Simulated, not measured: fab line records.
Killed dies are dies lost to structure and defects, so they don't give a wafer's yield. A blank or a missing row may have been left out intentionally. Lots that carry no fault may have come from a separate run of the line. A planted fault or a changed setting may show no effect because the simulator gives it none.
fab line records | flow sky130
[record] lots = 6 | wafers = 18 | last-day = 49
route steps=708 shown METAL5@669 PASSIVATION@681 PAD_OPEN@694
lots with no fault: from the same line, run without faults
start-h: hours from the record's opening day to when the first of the lot's shown wafers began | wait-h: time in hours since the lot's previous step | " repeats the value in the row above | L1.1+2: several wafers, shown together as one row | - either no value or no given start | * or withheld: withheld | < > ~ a bound
route shown NAME@n: NAME is a module with steps in the file, n the number in the route of the first one | usual: mean/standard deviation of fault-free wafers | same: alike in all rows | chamber/n: place in a boat | sites: each site's reading | _std_site: the standard deviation of these | _edge_site: inner sites' mean taken away from outer sites' mean | radius-mm: how far each site lies from the wafer's centre | mask NAME#n: copy n | behind: tool/chamber where the wafer was last shaped | hold: the reason the lot was held/the length of the hold in hours/how it ended | device: names the non-switching transistor (n, p or np) | end of line: at the end of the route, the tests of the same wafers | for a step that has no rows: nothing shown but its recipe | killed: dies that structure and defects cost at the first sort, which is not the same as the wafer's yield | map: the dies of a wafer, with x for killed, . for not killed, _ for no die there
set.NAME: the run value of the setting; set.NAME@STEP: its run value at that earlier step | model.NAME: the simulator's own value behind a step, which no gauge read
lots at selected steps of the route; one table per step, one row per wafer
services: the hour from which a tool's chamber was out of use, counted from the record's first day as start-h (under 0 if before that day), plus the number of hours and why
[[steps]]
[step SKY_METAL5_HMDS_08]
[recipe] prime-time-s = 60 | prime-temp-c = 120
[step SKY_METAL5_COAT_09]
[recipe] resist = NOVOLAK | spin-rpm = 3000 | resist-thk-nm = 1800
[step SKY_METAL5_SOFTBAKE_10]
[recipe] temp-c = 90 | time-s = 60 | resist = NOVOLAK
[step SKY_METAL5_EXPOSE_11]
[recipe] mask-id = MM5 | na = 0.6 | source-shape = conventional | sigma-outer = 0.6 | polarization = unpolarized | target-cd-nm = 1600 | dose-mj = 190
[step SKY_METAL5_PEB_12]
[recipe] temp-c = withheld | time-s = * | resist = NOVOLAK
[step SKY_METAL5_DEVELOP_13]
[recipe] resist = NOVOLAK | developer = TMAH | develop-time-s = 60 | dev-temp-c = 23
[step SKY_METAL5_DESCUM_14]
[recipe] chemistry = O2 | source-power-w = 150 | bias-power-w = 0 | pressure-mtorr = 10 | temp-c = 40 | time-s = 11
[usual] chamber-pressure-mTorr = 10.000/0.0082 | drypump-motor-current-A = 5.7/0.53 | he-backside-leak-sccm = 3.5/0.31 | oes-product-au = 0.998/0.0084
lot.wafer | tool         | chamber | start-h | wait-h | chamber-pressure-mTorr | drypump-motor-current-A | he-backside-leak-sccm | oes-product-au | rf-hours-counter-h
L286.2    | rie-metal-04 | 0       | 1057.24 | 0.1    | 10.001                 | 6.5                     | 3.4                   | 1.002          | 9
L286.4    | "            | 1       | "       | "      | 10.007                 | 6.0                     | 4.2                   | 0.999          | -
L286.5    | "            | 1       | "       | "      | 10.005                 | 6.0                     | 3.5                   | 1.002          | -
L288.1    | rie-metal-02 | 1       | 1060.74 | 0.1    | 10.000                 | 5.2                     | 3.4                   | 1.000          | 7
L288.2    | "            | 0       | "       | "      | 9.998                  | 5.8                     | 3.4                   | 0.992          | 15
L288.6    | "            | 0       | "       | "      | 9.994                  | 5.8                     | 3.2                   | 0.996          | -
L293.2    | rie-metal-02 | 0       | 1098.26 | 0.1    | 10.002                 | 5.8                     | 3.5                   | 0.987          | 17
L293.3    | "            | 1       | "       | "      | 9.996                  | 5.2                     | 3.8                   | 0.996          | -
L293.4    | "            | 0       | "       | "      | 9.999                  | 5.8                     | 3.4                   | 0.989          | -
L294.1    | rie-metal-01 | 0       | 1108.49 | 0.1    | 10.015                 | 4.9                     | 3.5                   | 0.988          | 22
L294.4    | "            | 1       | "       | "      | 10.019                 | 5.7                     | 3.4                   | 1.010          | -
L294.5    | "            | 0       | "       | "      | 9.979                  | 4.9                     | 3.5                   | 1.002          | -
L298.1    | rie-metal-04 | 1       | 1125.74 | 0.1    | 9.990                  | 6.0                     | 3.7                   | 1.005          | 21
L298.2    | "            | 0       | "       | "      | 10.010                 | 6.5                     | 3.6                   | 1.001          | 14
L298.6    | "            | 1       | "       | "      | 10.000                 | 6.0                     | 3.6                   | 1.000          | -
L301.1    | rie-metal-04 | 1       | 1143.36 | 0.1    | 9.995                  | 6.0                     | 3.7                   | 1.012          | 22
L301.3    | "            | 1       | "       | "      | 9.989                  | 6.0                     | 3.9                   | 0.996          | -
L301.5    | "            | 0       | "       | "      | 9.998                  | 6.5                     | 3.4                   | 1.000          | -
[step SKY_METAL5_METAL_ETCH_15]
[recipe] target-depth-a = 12600 | stop-on = SiO2 | over-etch-frac = 0.2 | time-s = 252 | chemistry = Cl2/BCl3 | resist-sidewall-deg = 86 | pressure-mtorr = 10 | icp-w = 900 | bias-w = 48.5 | Cl2_flow_sccm = 60 | bcl3-flow-sccm = 30
[usual] chamber-pressure-mTorr = 10.002/0.0099 | drypump-motor-current-A = 5.7/0.53 | he-backside-leak-sccm = 3.47/0.26 | oes-product-au = 0.894/0.0047 | throttle-valve-pct = 22.263/0.0088
lot.wafer | tool         | chamber | start-h | wait-h | chamber-pressure-mTorr | drypump-motor-current-A | he-backside-leak-sccm | oes-product-au | rf-hours-counter-h | throttle-valve-pct
L286.2    | rie-metal-04 | 0       | 1057.27 | 0.0    | 9.998                  | 6.5                     | 3.52                  | 0.891          | 9                  | 22.263
L286.4    | "            | 1       | "       | "      | 9.992                  | 6.0                     | 3.62                  | 0.893          | -                  | 22.258
L286.5    | "            | 1       | "       | "      | 10.017                 | 6.0                     | 3.77                  | 0.900          | -                  | 22.273
L288.1    | rie-metal-02 | 1       | 1060.79 | 0.0    | 10.020                 | 5.2                     | 3.52                  | 0.898          | 7                  | 22.263
L288.2    | "            | 0       | "       | "      | 10.002                 | 5.8                     | 3.50                  | 0.899          | 15                 | 22.256
L288.6    | "            | 0       | "       | "      | 9.998                  | 5.8                     | 3.35                  | 0.888          | -                  | 22.263
L293.2    | rie-metal-02 | 0       | 1098.29 | 0.0    | 9.991                  | 5.8                     | 3.42                  | 0.897          | 17                 | 22.277
L293.3    | "            | 1       | "       | "      | 10.024                 | 5.2                     | 3.30                  | 0.887          | -                  | 22.269
L293.4    | "            | 0       | "       | "      | 10.006                 | 5.8                     | 3.54                  | 0.893          | -                  | 22.272
L294.1    | rie-metal-01 | 0       | 1108.52 | 0.0    | 9.998                  | 4.9                     | 3.39                  | 0.896          | 22                 | 22.257
L294.4    | "            | 1       | "       | "      | 10.008                 | 5.7                     | 3.28                  | 0.893          | -                  | 22.260
L294.5    | "            | 0       | "       | "      | 9.993                  | 4.9                     | 3.49                  | 0.895          | -                  | 22.248
L298.1    | rie-metal-04 | 1       | 1125.78 | 0.0    | 10.017                 | 6.0                     | 3.75                  | 0.894          | 21                 | 22.259
L298.2    | "            | 0       | "       | "      | 9.996                  | 6.5                     | 3.46                  | 0.890          | 14                 | 22.273
L298.6    | "            | 1       | "       | "      | 9.990                  | 6.0                     | 3.56                  | 0.901          | -                  | 22.257
L301.1    | rie-metal-04 | 1       | 1143.39 | 0.0    | 9.985                  | 6.0                     | 3.42                  | 0.891          | 23                 | 22.262
L301.3    | "            | 1       | "       | "      | 10.000                 | 6.0                     | 3.66                  | 0.892          | -                  | 22.260
L301.5    | "            | 0       | "       | "      | 10.019                 | 6.5                     | 3.60                  | 0.892          | -                  | 22.259
[step SKY_METAL5_STRIP_16]
[recipe] chemistry = O2/N2 | power-w = 1400 | pressure-mtorr = 1500 | platen-temp-c = withheld | o2-flow-sccm = 3000 | n2-flow-sccm = 300 | overash-fraction = 0.5
[usual] chamber-pressure-mTorr = 1499.9/1.4 | drypump-motor-current-A = 5.6/0.4 | oes-product-au = 0.711/0.0045 | strip-time-to-endpoint-s = 13.08/0.13
[same] overash-fraction = 0.5
lot.wafer | tool            | chamber | start-h | wait-h | chamber-pressure-mTorr | drypump-motor-current-A | oes-product-au | rf-hours-counter-h | strip-time-to-endpoint-s
L286.2    | plasma-asher-01 | 0       | 1057.51 | 0.2    | 1499.7                 | 5.8                     | 0.713          | 31                 | 13.12
L286.4    | "               | 0       | "       | "      | 1502.2                 | 5.9                     | 0.706          | -                  | 13.12
L286.5    | "               | 0       | "       | "      | 1500.7                 | 5.9                     | 0.710          | -                  | 13.10
L288.1    | plasma-asher-01 | 1       | 1061.10 | 0.2    | 1500.3                 | 5.7                     | 0.715          | 32                 | 13.15
L288.2    | "               | 0       | "       | "      | 1499.9                 | 5.9                     | 0.710          | 32                 | 13.29
L288.6    | "               | 1       | "       | "      | 1501.0                 | 5.7                     | 0.710          | -                  | 13.24
L293.2    | plasma-asher-04 | 1       | 1098.53 | 0.2    | 1498.4                 | 5.3                     | 0.710          | 67                 | 13.31
L293.3    | "               | 1       | "       | "      | 1499.3                 | 5.3                     | 0.709          | -                  | 13.24
L293.4    | "               | 0       | "       | "      | 1500.2                 | 5.5                     | 0.717          | -                  | 13.30
L294.1    | plasma-asher-03 | 0       | 1108.76 | 0.2    | 1500.3                 | 6.1                     | 0.708          | 102                | 13.16
L294.4    | "               | 0       | "       | "      | 1499.7                 | 6.1                     | 0.710          | -                  | 13.04
L294.5    | "               | 1       | "       | "      | 1497.0                 | 5.0                     | 0.710          | -                  | 13.13
L298.1    | plasma-asher-03 | 0       | 1126.01 | 0.2    | 1502.6                 | 6.1                     | 0.713          | 104                | 12.87
L298.2    | "               | 1       | "       | "      | 1500.5                 | 5.0                     | 0.713          | 104                | 12.84
L298.6    | "               | 0       | "       | "      | 1499.7                 | 6.1                     | 0.707          | -                  | 12.98
L301.1    | plasma-asher-03 | 0       | 1143.63 | 0.2    | 1499.3                 | 6.1                     | 0.710          | 106                | 12.90
L301.3    | "               | 1       | "       | "      | 1499.6                 | 5.0                     | 0.706          | -                  | 12.90
L301.5    | "               | 1       | "       | "      | 1498.8                 | 4.9                     | 0.720          | -                  | 13.01
[step SKY_METAL5_STRIP_17]
[recipe] chemistry = post-etch-residue-remover | time-s = 1200 | temp-c = 72.5
[step SKY_METAL5_CLEAN_18]
[recipe] chemistry = IPA | time-s = 180 | temp-c = 25
[step SKY_METAL5_CLEAN_19]
[recipe] chemistry = O3/DIW | dry = n2-spin
[step SKY_PASSIVATION_CVD_00]
[recipe] material = SiO2 | target-thk-nm = 90 | temp-c = 400 | time-s = withheld | rf-w = 600
[usual] heater-power-w = 624/77
lot.wafer | tool     | chamber | start-h | wait-h | heater-power-w | model.SiO2_of_PASSIVATION_CVD_00.thk-nm
L286.2    | pecvd-01 | 2       | 1058.15 | 0.0    | 617            | 90.3
L286.4    | "        | 2       | "       | "      | 626            | 91.79
L286.5    | "        | 1       | "       | "      | 707            | 93.25
L288.1    | pecvd-03 | 2       | 1061.70 | 0.0    | 725            | 88.47
L288.2    | "        | 1       | "       | "      | 517            | 88.48
L288.6    | "        | 2       | "       | "      | 717            | 90.35
L293.2    | pecvd-01 | 1       | 1099.16 | 0.0    | 654            | 143
L293.3    | "        | 2       | "       | "      | 606            | 141.6
L293.4    | "        | 0       | "       | "      | 614            | 145.1
L294.1    | pecvd-01 | 1       | 1109.35 | 0.0    | 719            | 142.4
L294.4    | "        | 1       | "       | "      | 695            | 143.6
L294.5    | "        | 0       | "       | "      | 629            | 144.9
L298.1    | pecvd-04 | 2       | 1126.64 | 0.0    | 585            | 89.23
L298.2    | "        | 1       | "       | "      | 641            | 89.22
L298.6    | "        | 1       | "       | "      | 631            | 91.66
L301.1    | pecvd-03 | 0       | 1144.22 | 0.0    | 758            | 87.48
L301.3    | "        | 1       | "       | "      | 556            | 88.37
L301.5    | "        | 1       | "       | "      | 564            | 90.02
[step SKY_PASSIVATION_THK_MEAS_01]
[recipe] reads = SiO2_of_PASSIVATION_CVD_00
[usual] PASSIVATION_CVD_00_THK = 90.0/1.1
lot.wafer | tool          | chamber | start-h | wait-h | PASSIVATION_CVD_00_THK[nm]
L286.2    | film-metro-03 | -       | 1058.18 | -      | 90.4
L286.4    | "             | -       | "       | "      | 91.8
L286.5    | "             | -       | "       | "      | 93.2
L288.1    | film-metro-03 | -       | 1061.88 | -      | 88.4
L288.2    | "             | -       | "       | "      | 88.6
L288.6    | "             | -       | "       | "      | 90.2
L293.2    | film-metro-02 | -       | 1099.19 | -      | 143.0
L293.3    | "             | -       | "       | "      | 141.7
L293.4    | "             | -       | "       | "      | 145.0
L294.1    | film-metro-04 | -       | 1109.37 | -      | 142.3
L294.4    | "             | -       | "       | "      | 143.7
L294.5    | "             | -       | "       | "      | 144.8
L298.1    | film-metro-03 | -       | 1126.66 | -      | 89.3
L298.2    | "             | -       | "       | "      | 89.2
L298.6    | "             | -       | "       | "      | 91.6
L301.1    | film-metro-02 | -       | 1144.24 | -      | 87.5
L301.3    | "             | -       | "       | "      | 88.4
L301.5    | "             | -       | "       | "      | 90.1
[step SKY_PASSIVATION_CVD_02]
[recipe] material = Si3N4 | target-thk-nm = 540 | temp-c = 400 | time-s = withheld | rf-w = 450
[step SKY_PASSIVATION_THK_MEAS_03]
[recipe] reads = Si3N4_of_PASSIVATION_CVD_02
[usual] PASSIVATION_CVD_02_THK = 540/5.8
lot.wafer | tool          | chamber | start-h | wait-h | PASSIVATION_CVD_02_THK[nm]
L286.2    | film-metro-02 | -       | 1058.46 | -      | 531
L286.4    | "             | -       | "       | "      | 533
L286.5    | "             | -       | "       | "      | 538
L288.1    | film-metro-04 | -       | 1062.17 | -      | 530
L288.2    | "             | -       | "       | "      | 533
L288.6    | "             | -       | "       | "      | 545
L293.2    | film-metro-04 | -       | 1099.47 | -      | 538
L293.3    | "             | -       | "       | "      | 537
L293.4    | "             | -       | "       | "      | 544
L294.1    | film-metro-04 | -       | 1109.66 | -      | 535
L294.4    | "             | -       | "       | "      | 548
L294.5    | "             | -       | "       | "      | 545
L298.1    | film-metro-04 | -       | 1126.95 | -      | 537
L298.2    | "             | -       | "       | "      | 531
L298.6    | "             | -       | "       | "      | 544
L301.1    | film-metro-04 | -       | 1144.53 | -      | 535
L301.3    | "             | -       | "       | "      | 530
L301.5    | "             | -       | "       | "      | 542
[step SKY_PASSIVATION_DEHYDRATE_04]
[recipe] temp-c = 200 | time-s = 60
[step SKY_PASSIVATION_HMDS_05]
[recipe] prime-time-s = 60 | prime-temp-c = 120
[step SKY_PASSIVATION_COAT_06]
[recipe] spin-rpm = 2000 | resist-thk-nm = 3000
[step SKY_PASSIVATION_SOFTBAKE_07]
[recipe] temp-c = 110 | time-s = withheld
[step SKY_PASSIVATION_EXPOSE_08]
[recipe] mask-id = NSM | target-cd-nm = 3000 | na = 0.57 | dose-mj = 260
[step SKY_PASSIVATION_PEB_09]
[recipe] temp-c = 115 | time-s = withheld
[step SKY_PASSIVATION_DEVELOP_10]
[recipe] develop-time-s = 60 | dev-temp-c = 23
[step SKY_PASSIVATION_ETCH_11]
[recipe] chemistry = CF4/O2 | target-depth-nm = 725 | stop-on = AlCu | source-w = 800 | bias-w = 150 | pressure-mtorr = 150 | cf4-flow-sccm = 80 | O2_flow_sccm = 10 | time-s = 161.1
[usual] chamber-pressure-mTorr = 149.99/0.13 | drypump-motor-current-A = 5.7/0.52 | oes-product-au = 0.979/0.0065 | throttle-valve-pct = 5.966/0.0086
lot.wafer | tool        | chamber | start-h | wait-h | chamber-pressure-mTorr | drypump-motor-current-A | oes-product-au | rf-hours-counter-h | throttle-valve-pct | model.etch.depth-nm | model.PASSIVATION.feature-depth-nm
L286.2    | rie-diel-01 | 3       | 1079.84 | -      | 150.18                 | 5.8                     | 0.973          | 18                 | 5.968              | 697.1               | 697.1
L286.4    | "           | 3       | "       | "      | 150.09                 | 5.8                     | 0.970          | -                  | 5.955              | 699.9               | 699.9
L286.5    | "           | 0       | "       | "      | 150.11                 | 6.3                     | 0.973          | -                  | 5.972              | 705.4               | 705.4
L288.1    | rie-diel-01 | 0       | 1083.18 | -      | 150.18                 | 6.3                     | 0.973          | 25                 | 5.962              | 693.3               | 693.3
L288.2    | "           | 2       | "       | "      | 150.02                 | 5.9                     | 0.978          | 22                 | 5.962              | 696                 | 696
L288.6    | "           | 3       | "       | "      | 149.99                 | 5.8                     | 0.986          | -                  | 5.971              | 709.5               | 709.5
L293.2    | rie-diel-02 | 3       | 1118.93 | -      | 150.08                 | 5.7                     | 0.994          | 3                  | 5.978              | 725.8               | 725.8
L293.3    | "           | 1       | "       | "      | 149.99                 | 5.2                     | 1.002          | 8                  | 5.971              | 730.5               | 730.5
L293.4    | "           | 3       | "       | "      | 150.01                 | 5.7                     | 1.001          | -                  | 5.977              | 719.3               | 719.3
L294.1    | rie-diel-01 | 3       | 1129.23 | -      | 150.11                 | 5.8                     | 1.008          | 19                 | 5.969              | 736.8               | 736.8
L294.4    | "           | 0       | "       | "      | 150.12                 | 6.3                     | 0.970          | 27                 | 5.950              | 691.1               | 691.1
L294.5    | "           | 3       | "       | "      | 149.78                 | 5.8                     | 0.965          | -                  | 5.960              | 689.9               | 689.9
L298.1    | rie-diel-04 | 0       | 1145.44 | -      | 149.95                 | 5.7                     | 0.978          | 15                 | 5.977              | 700.4               | 700.4
L298.2    | "           | 1       | "       | "      | 149.85                 | 6.3                     | 0.976          | 25                 | 5.969              | 695                 | 695
L298.6    | "           | 2       | "       | "      | 150.09                 | 6.3                     | 0.987          | -                  | 5.967              | 710.2               | 710.2
L301.1    | rie-diel-02 | 0       | 1161.49 | -      | 150.09                 | 6.3                     | 0.977          | 19                 | 5.959              | 696.9               | 696.9
L301.3    | "           | 1       | "       | "      | 149.86                 | 5.2                     | 0.958          | 10                 | 5.970              | 691.7               | 691.7
L301.5    | "           | 3       | "       | "      | 150.12                 | 5.6                     | 0.982          | -                  | 5.963              | 705.8               | 705.8
[step SKY_PASSIVATION_STRIP_12]
[recipe] chemistry = O2/N2 | power-w = 1400 | pressure-mtorr = 1500 | platen-temp-c = withheld | overash-fraction = 0.7 | o2-flow-sccm = 3000 | n2-flow-sccm = 300
[usual] chamber-pressure-mTorr = 1500.1/2.3 | drypump-motor-current-A = 5.3/0.42 | oes-product-au = 0.660/0.0047 | strip-time-to-endpoint-s = 31.46/0.09
[same] overash-fraction = 0.7
lot.wafer | tool            | chamber | start-h | wait-h | chamber-pressure-mTorr | drypump-motor-current-A | oes-product-au | rf-hours-counter-h | strip-time-to-endpoint-s
L286.2    | plasma-asher-04 | 1       | 1079.94 | 0.1    | 1501.2                 | 5.3                     | 0.662          | 65                 | 31.65
L286.4    | "               | 1       | "       | "      | 1500.6                 | 5.3                     | 0.663          | -                  | 31.56
L286.5    | "               | 0       | "       | "      | 1501.2                 | 5.5                     | 0.661          | -                  | 31.39
L288.1    | plasma-asher-03 | 1       | 1083.28 | 0.1    | 1500.4                 | 5.0                     | 0.661          | 100                | 31.46
L288.2    | "               | 0       | "       | "      | 1499.4                 | 6.1                     | 0.667          | 100                | 31.39
L288.6    | "               | 0       | "       | "      | 1499.6                 | 6.1                     | 0.665          | -                  | 31.53
L293.2    | plasma-asher-04 | 1       | 1119.03 | 0.1    | 1500.4                 | 5.3                     | 0.656          | 69                 | 31.59
L293.3    | "               | 1       | "       | "      | 1499.9                 | 5.3                     | 0.660          | -                  | 31.52
L293.4    | "               | 0       | "       | "      | 1499.7                 | 5.4                     | 0.663          | -                  | 31.62
L294.1    | plasma-asher-04 | 1       | 1129.33 | 0.1    | 1501.5                 | 5.3                     | 0.654          | 70                 | 31.52
L294.4    | "               | 1       | "       | "      | 1497.6                 | 5.3                     | 0.662          | -                  | 31.39
L294.5    | "               | 1       | "       | "      | 1501.1                 | 5.3                     | 0.660          | -                  | 31.38
L298.1    | plasma-asher-03 | 1       | 1145.54 | 0.1    | 1500.1                 | 5.0                     | 0.662          | 106                | 31.54
L298.2    | "               | 0       | "       | "      | 1498.7                 | 6.2                     | 0.663          | 106                | 31.39
L298.6    | "               | 1       | "       | "      | 1501.4                 | 5.0                     | 0.664          | -                  | 31.47
L301.1    | plasma-asher-04 | 0       | 1161.59 | 0.1    | 1500.2                 | 5.4                     | 0.660          | 73                 | 31.42
L301.3    | "               | 0       | "       | "      | 1500.4                 | 5.4                     | 0.658          | -                  | 31.38
L301.5    | "               | 0       | "       | "      | 1499.2                 | 5.4                     | 0.666          | -                  | 31.56
[step SKY_PAD_OPEN_DEHYDRATE_00]
[recipe] temp-c = 200 | time-s = 60
[step SKY_PAD_OPEN_HMDS_01]
[recipe] prime-time-s = 60 | prime-temp-c = 120
[step SKY_PAD_OPEN_COAT_02]
[recipe] spin-rpm = 2000 | resist-thk-nm = 3000
[step SKY_PAD_OPEN_SOFTBAKE_03]
[recipe] temp-c = 110 | time-s = withheld
[step SKY_PAD_OPEN_EXPOSE_04]
[recipe] mask-id = PDM | target-cd-nm = 60000 | na = 0.57 | dose-mj = 260
[step SKY_PAD_OPEN_PEB_05]
[recipe] temp-c = 115 | time-s = withheld
[step SKY_PAD_OPEN_DEVELOP_06]
[recipe] develop-time-s = 60 | dev-temp-c = 23
[step SKY_PAD_OPEN_ETCH_07]
[recipe] chemistry = CF4/O2 | target-depth-nm = 725 | stop-on = AlCu | source-w = 800 | bias-w = 150 | pressure-mtorr = 150 | cf4-flow-sccm = 80 | O2_flow_sccm = 10 | time-s = 161.1
[usual] chamber-pressure-mTorr = 150.01/0.14 | drypump-motor-current-A = 5.8/0.51 | oes-product-au = 0.978/0.007 | throttle-valve-pct = 5.965/0.0088
lot.wafer | tool        | chamber | start-h | wait-h | chamber-pressure-mTorr | drypump-motor-current-A | oes-product-au | rf-hours-counter-h | throttle-valve-pct | model.etch.depth-nm | model.PAD_OPEN.feature-depth-nm
L286.2    | rie-diel-04 | 1       | 1100.94 | -      | 149.75                 | 6.4                     | 0.979          | 23                 | 5.970              | 697.1               | 697.1
L286.4    | "           | 0       | "       | "      | 150.01                 | 5.7                     | 0.972          | 13                 | 5.950              | 699.9               | 699.9
L286.5    | "           | 2       | "       | "      | 150.32                 | 6.3                     | 0.984          | -                  | 5.968              | 705.4               | 705.4
L288.1    | rie-diel-04 | 2       | 1103.94 | -      | 149.94                 | 6.3                     | 0.970          | 22                 | 5.963              | 693.3               | 693.3
L288.2    | "           | 0       | "       | "      | 149.86                 | 5.7                     | 0.975          | 13                 | 5.964              | 696                 | 696
L288.6    | "           | 0       | "       | "      | 150.09                 | 5.7                     | 0.979          | -                  | 5.964              | 709.5               | 709.5
L293.2    | rie-diel-01 | 0       | 1138.19 | -      | 149.87                 | 6.4                     | 1.009          | 27                 | 5.973              | 735.6               | 735.6
L293.3    | "           | 1       | "       | "      | 149.96                 | 5.5                     | 0.991          | 1                  | 5.974              | 720                 | 720
L293.4    | "           | 3       | "       | "      | 150.06                 | 5.8                     | 0.998          | 20                 | 5.980              | 728.5               | 728.5
L294.1    | rie-diel-04 | 0       | 1147.99 | -      | 150.04                 | 5.7                     | 1.001          | 15                 | 5.978              | 728.8               | 728.8
L294.4    | "           | 2       | "       | "      | 150.02                 | 6.3                     | 0.967          | 23                 | 5.951              | 691.1               | 691.1
L294.5    | "           | 2       | "       | "      | 150.25                 | 6.3                     | 0.966          | -                  | 5.962              | 689.9               | 689.9
L298.1    | rie-diel-03 | 3       | 1162.34 | -      | 149.87                 | 6.0                     | 0.975          | 18                 | 5.943              | 700.4               | 700.4
L298.2    | "           | 0       | "       | "      | 150.19                 | 5.3                     | 0.974          | 3                  | 5.977              | 695                 | 695
L298.6    | "           | 3       | "       | "      | 149.81                 | 6.0                     | 0.982          | -                  | 5.969              | 710.2               | 710.2
L301.1    | rie-diel-03 | 3       | 1178.49 | -      | 149.86                 | 5.9                     | 0.969          | 18                 | 5.972              | 696.9               | 696.9
L301.3    | "           | 2       | "       | "      | 149.92                 | 6.4                     | 0.964          | 24                 | 5.964              | 691.7               | 691.7
L301.5    | "           | 0       | "       | "      | 150.03                 | 5.3                     | 0.979          | -                  | 5.949              | 705.8               | 705.8
[step SKY_PAD_OPEN_STRIP_08]
[recipe] chemistry = O2/N2 | power-w = 1400 | pressure-mtorr = 1500 | platen-temp-c = withheld | overash-fraction = 0.7 | o2-flow-sccm = 3000 | n2-flow-sccm = 300
[usual] chamber-pressure-mTorr = 1499.8/1.4 | drypump-motor-current-A = 5.2/0.43 | oes-product-au = 0.663/0.0043 | strip-time-to-endpoint-s = 37.06/0.11
[same] overash-fraction = 0.7
lot.wafer | tool            | chamber | start-h | wait-h | chamber-pressure-mTorr | drypump-motor-current-A | oes-product-au | rf-hours-counter-h | strip-time-to-endpoint-s
L286.2    | plasma-asher-02 | 1       | 1101.04 | 0.1    | 1499.6                 | 4.8                     | 0.654          | 3                  | 37.18
L286.4    | "               | 1       | "       | "      | 1501.8                 | 4.8                     | 0.663          | -                  | 37.11
L286.5    | "               | 0       | "       | "      | 1497.9                 | 4.9                     | 0.665          | -                  | 37.23
L288.1    | plasma-asher-04 | 0       | 1104.05 | 0.1    | 1500.8                 | 5.4                     | 0.666          | 67                 | 36.86
L288.2    | "               | 1       | "       | "      | 1502.8                 | 5.3                     | 0.660          | 67                 | 36.90
L288.6    | "               | 0       | "       | "      | 1496.9                 | 5.4                     | 0.659          | -                  | 36.82
L293.2    | plasma-asher-01 | 1       | 1138.29 | 0.1    | 1500.7                 | 5.7                     | 0.660          | 39                 | 37.06
L293.3    | "               | 1       | "       | "      | 1500.5                 | 5.7                     | 0.660          | -                  | 37.11
L293.4    | "               | 0       | "       | "      | 1501.2                 | 5.8                     | 0.657          | -                  | 37.08
L294.1    | plasma-asher-02 | 0       | 1148.09 | 0.1    | 1499.2                 | 4.8                     | 0.662          | 7                  | 37.05
L294.4    | "               | 0       | "       | "      | 1499.0                 | 4.8                     | 0.658          | -                  | 37.13
L294.5    | "               | 0       | "       | "      | 1500.3                 | 4.8                     | 0.664          | -                  | 37.10
L298.1    | plasma-asher-01 | 1       | 1162.45 | 0.1    | 1499.4                 | 5.7                     | 0.667          | 42                 | 36.82
L298.2    | "               | 0       | "       | "      | 1498.9                 | 5.9                     | 0.671          | 42                 | 36.95
L298.6    | "               | 0       | "       | "      | 1499.9                 | 5.9                     | 0.657          | -                  | 36.87
L301.1    | plasma-asher-04 | 1       | 1178.60 | 0.1    | 1500.6                 | 5.3                     | 0.666          | 75                 | 36.97
L301.3    | "               | 1       | "       | "      | 1498.4                 | 5.3                     | 0.660          | -                  | 37.01
L301.5    | "               | 1       | "       | "      | 1499.5                 | 5.3                     | 0.668          | -                  | 37.02
[[services]]
tool            | chamber | start-h | hours | kind
plasma-asher-03 | -       | 1035.68 | 1.2   | repair
plasma-asher-02 | -       | 1046.27 | 2.1   | repair
rie-diel-03     | 2       | 1046.63 | 14.8  | repair
plasma-asher-02 | -       | 1055.25 | 9.0   | pm
rie-diel-01     | 3       | 1061.93 | 2.2   | repair
rie-diel-01     | 2       | 1065.69 | 2.8   | repair
plasma-asher-02 | -       | 1066.98 | 0.9   | repair
pecvd-01        | 0       | 1069.41 | 18.0  | repair
rie-diel-01     | 1       | 1072.71 | 5.0   | repair
plasma-asher-02 | -       | 1075.65 | 1.0   | repair
rie-diel-01     | 1       | 1077.75 | -     | clean
rie-diel-01     | 1       | 1077.75 | 15.3  | scheduled-down
rie-diel-01     | 1       | 1077.75 | 15.3  | vent-cycle
rie-metal-01    | 0       | 1092.61 | 2.4   | repair
rie-diel-01     | -       | 1095.36 | 14.6  | pm
rie-diel-02     | 2       | 1106.56 | 17.1  | repair
rie-metal-04    | -       | 1108.94 | 0.1   | repair
pecvd-04        | -       | 1127.66 | 2.8   | pm
plasma-asher-02 | -       | 1140.80 | 5.9   | repair
pecvd-04        | -       | 1147.66 | 14.6  | pm
rie-diel-01     | -       | 1150.17 | 13.8  | repair
rie-diel-01     | 3       | 1150.91 | 13.3  | repair
rie-diel-04     | -       | 1151.72 | 0.5   | repair
plasma-asher-02 | -       | 1160.90 | 3.6   | repair
[[key]]
[first-sign] step = SKY_PASSIVATION_THK_MEAS_01 | reading = PASSIVATION_CVD_00_THK | direction = up | sigmas = 48 | usual = 90.0 | struck = 143.4
effect none on later readings
[model-effect] step = SKY_PASSIVATION_CVD_00 | value = SiO2_of_PASSIVATION_CVD_00.thk-nm | without = 90.05 | struck = 143.4
[model-effect] step = SKY_PASSIVATION_ETCH_11 | value = etch.depth-nm | without = 706.8 | struck = 715.6
[model-effect] step = SKY_PAD_OPEN_ETCH_07 | value = etch.depth-nm | without = 706.8 | struck = 715.6
met-at SKY_PASSIVATION_CVD_00
struck-wafers L293.2,L293.3,L293.4,L294.1,L294.4,L294.5
onset-between 1058.15 1099.16
[fault] kind = process-parameter-drift | tool = pecvd-01 | chamber = - | onset-h = 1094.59 | steps = SKY_PASSIVATION_CVD_00 | channel = target-thk-nm | offset = 53.384 | shape = step | end-h = 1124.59 | acts-in = these-recipes-only | stated = 90
